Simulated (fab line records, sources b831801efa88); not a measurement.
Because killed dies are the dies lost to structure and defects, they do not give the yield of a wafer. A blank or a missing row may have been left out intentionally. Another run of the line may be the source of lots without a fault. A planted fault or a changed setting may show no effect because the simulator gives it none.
Comparing a struck lot with a sound one    flow sky130    17 steps out of a route of 708
Sound: the wafers L875.2, L875.4, L875.6. The struck wafers were L869.1, L869.2, L869.4. The cause comes at the end.
At each step with rows: each side's tool, then ch and its chambers, then its first start. Under that, the readings that differ: sound wafers    struck wafers    difference of the means    sigmas: that difference in standard deviations of wafers without a fault.
alike: same words and numbers on both sides, and readings whose means sit less than 2 such deviations apart. not compared: any withheld reading, any reading some wafer has no value for, any bound like >300 that may hide the same value, and any number with overlapping values for which the record gives no deviation.
A row with sigmas, a row that says differs or no value, or rows on one side alone: a step with any of these is where the two part. When numbers do not overlap yet have no deviation, they are printed without sigmas and do not part them. A reading missing from all wafers of one side parts the sides only when that side holds two or more wafers.

first, 2 steps without rows for these wafers: SKY_NWELL_IMPLANT_12; SKY_NWELL_IMPLANT_13.
SKY_NWELL_STRIP_14: strips in O2/N2.
  sound on plasmaAsher-01 ch 0,1, day 8 19:21; struck on plasmaAsher-03 ch 0,1, day 7 06:02
reading                   sound              struck             difference  sigmas
stripTimeToEndpointS (s)  36.81 36.90 36.84  37.15 37.09 37.11  +0.27       +2
  alike: drypumpMotorCurrentA, n2FlowSccm, oesProductAu
  not compared: rfHoursCounterH
SKY_NWELL_TW_MEAS_15:
  struck on filmMetro-01, day 7 06:08; sound on filmMetro-04, day 8 19:28
  alike: NWELL_TW
then, 7 steps without rows for these wafers: SKY_NWELL_DEHYDRATE_16 (time 60 s); SKY_NWELL_HMDS_17 (prime time 60 s); SKY_NWELL_COAT_18 (resist thk 3000 nm); SKY_NWELL_SOFTBAKE_19; SKY_NWELL_EXPOSE_20 (exposes mask NWM COMPLEMENT, target cd 840 nm); SKY_NWELL_PEB_21; SKY_NWELL_DEVELOP_22 (develop time 60 s).
SKY_NWELL_OVL_MEAS_23:
  struck on overlay-02, day 8 01:57; sound on overlay-02, day 9 16:46
  alike: NWELL_01_OVL
SKY_NWELL_IMPLANT_24:
  sound on implanter-04 ch 0, day 9 16:49; struck on implanter-04 ch 0, day 8 02:19
  alike: beamEnergyKeV, faradayCurrentUA
SKY_NWELL_STRIP_25: strips in O2/N2.
  sound on plasmaAsher-03 ch 0,1, day 9 16:56; struck on plasmaAsher-04 ch 0,1, day 8 02:28
  alike: drypumpMotorCurrentA, n2FlowSccm, oesProductAu, stripTimeToEndpointS
  not compared: rfHoursCounterH
SKY_NWELL_TW_MEAS_26:
  struck on filmMetro-02, day 8 02:49; sound on filmMetro-01, day 9 17:03
reading     sound        struck       difference  sigmas
NWELL_2_TW  497 499 499  631 629 626  +130        +30
then, 1 step without rows for these wafers: SKY_NWELL_CLEAN_27 (cleans in SC1/SC2, time 150 s).
-- the record jumps here: 41 days lie between the struck wafers' starts before and after (it left off in module NWELL and takes up again in module PAD_OPEN, whose first step shown is number 708 of the route) --
SKY_PAD_OPEN_PROBE_99:
  struck on prober-02, day 49 05:07; sound on prober-02, day 49 17:57
reading                                sound                          struck                         difference  sigmas
model.etest.pfet_16v.rOnOhmUm          1.463e+04 1.464e+04 1.453e+04  1.153e+04 1.146e+04 1.153e+04  -3.093e+03  
model.etest.resIsoPwell.rsOhmSq        2686 2733 2596                 1825 1753 1772                 -888        
model.etest.resPwellUnderGate.rsOhmSq  2263 2265 2252                 1407 1434 1427                 -837        
model.etest.nfet_16v.rOnOhmUm          1.387e+04 1.38e+04 1.394e+04   1.465e+04 1.455e+04 1.453e+04  +7.067e+02  
model.etest.resIsoPwell.lineOhmUm      1007 1033 978.2                678.4 643.9 657                -346.3      
model.etest.tip_n_5v.rsOhmSq           1367 1365 1367                 1477 1472 1477                 +109        
model.etest.resNwell.lineOhmUm         1145 1152 1131                 1279 1236 1240                 +109        
model.etest.resNwell.widthNm (nm)      816.9 817.3 822.9              786.8 790 791.1                -29.7       
  alike: killed_at_M0_to_M3, killed_at_M4_up, killedAtContacts, killedAtFrontEnd, killedAtOther, killedDies, killedOpen, killedShort

## WHERE THEY PART
First at SKY_NWELL_STRIP_14; last, within this record, at SKY_NWELL_TW_MEAS_26. Later steps at which nothing parts them and some readings are alike: SKY_PAD_OPEN_PROBE_99.

WHY: the cause the simulator had injected
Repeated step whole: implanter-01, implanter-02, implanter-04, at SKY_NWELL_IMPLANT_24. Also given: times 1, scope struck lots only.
